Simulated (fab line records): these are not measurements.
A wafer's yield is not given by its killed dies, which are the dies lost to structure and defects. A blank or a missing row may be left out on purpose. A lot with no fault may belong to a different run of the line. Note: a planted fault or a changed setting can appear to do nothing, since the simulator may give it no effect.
One fault through the eyes of 2 desks | flow sky130 | each desk holds nothing but its own numbers, with what lay behind them at the end

== AT THE METROLOGY DESK ==
What the gauges read, lot by lot, whatever tool the lot ran on: means of the sampled wafers that have a number. If a lot's mean is further than 4 standard deviations from the usual mean, the lot is out of limits and carries the mark OUT (the distance appears in the brackets).
Columns: A = LDD_HVN_OVL at SKY_LDD_HVN_OVL_MEAS_07, usual -0.7 nm; B = SD_P_OVL at SKY_SD_P_OVL_MEAS_08, usual 0.4 nm
lot  | first seen here | A    | B
L603 | day 20 02:16    | -3.5 | 2.4
L604 | day 20 13:22    | 0.3  | -0.3
L606 | day 22 01:22    | 0.4  | 1.6
L608 | day 22 08:31    | 1.6  | -0.8
L609 | day 22 21:16    | -1.8 | 0.5
L610 | day 23 10:34    | 0.5  | 2.0
L611 | day 23 13:41    | -0.8 | -1.2
L619 | day 26 05:09    | 1.5  | 0.7
L620 | day 26 17:09    | -1.4 | -1.5
L621 | day 26 20:12    | -1.3 | -3.0
L623 | day 27 10:30    | -1.6 | 0.0
L626 | day 28 13:51    | -2.0 | 1.3
This desk found nothing out of limits on any of the 12 lots.

== FOR THE TOOL OWNER'S DESK: litho_track-01 ==
The tool's own readings at SKY_VT_ADJUST_NCORE_COAT_02 (resist thk 1140 nm): means of the sampled wafers that have a number, for each lot that ran on this tool. If a lot's mean is further than 4 standard deviations from the usual mean, the lot is out of limits and carries the mark OUT (the distance appears in the brackets).
Columns: A = spin_speed_rpm at SKY_VT_ADJUST_NCORE_COAT_02, usual 3000.2 rpm
lot  | first seen here | A
L604 | day 8 11:44     | 2998.8
L608 | day 9 15:28     | 2999.0
L609 | day 9 23:40     | 2848.5 (-84) OUT
L610 | day 10 06:46    | 2847.4 (-85) OUT
Finding of this desk: L609, L610 out of limits; the first was L609 at day 9 23:40, on spin_speed_rpm at SKY_VT_ADJUST_NCORE_COAT_02. L604, L608: within limits.

== ALL TOGETHER ==
The tool owner's desk could have raised an alarm at day 9 23:40, on L609, L610.
Nothing out of limits was seen by the metrology desk.
The metrology desk has L609, L610 on record, within its limits.
Of the lots named, all ran SKY_VT_ADJUST_NCORE_COAT_02 on litho_track-01.

== WHAT HAD BEEN PUT IN BY THE SIMULATOR ==
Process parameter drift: litho_track-01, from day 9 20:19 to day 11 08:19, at SKY_VT_ADJUST_NCORE_COAT_02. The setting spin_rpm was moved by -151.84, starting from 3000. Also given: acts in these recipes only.
Shown lots that were struck: L609, L610.
Time in hours from fault onset to the first out-of-limits reading at each desk: the tool owner's desk, 3.
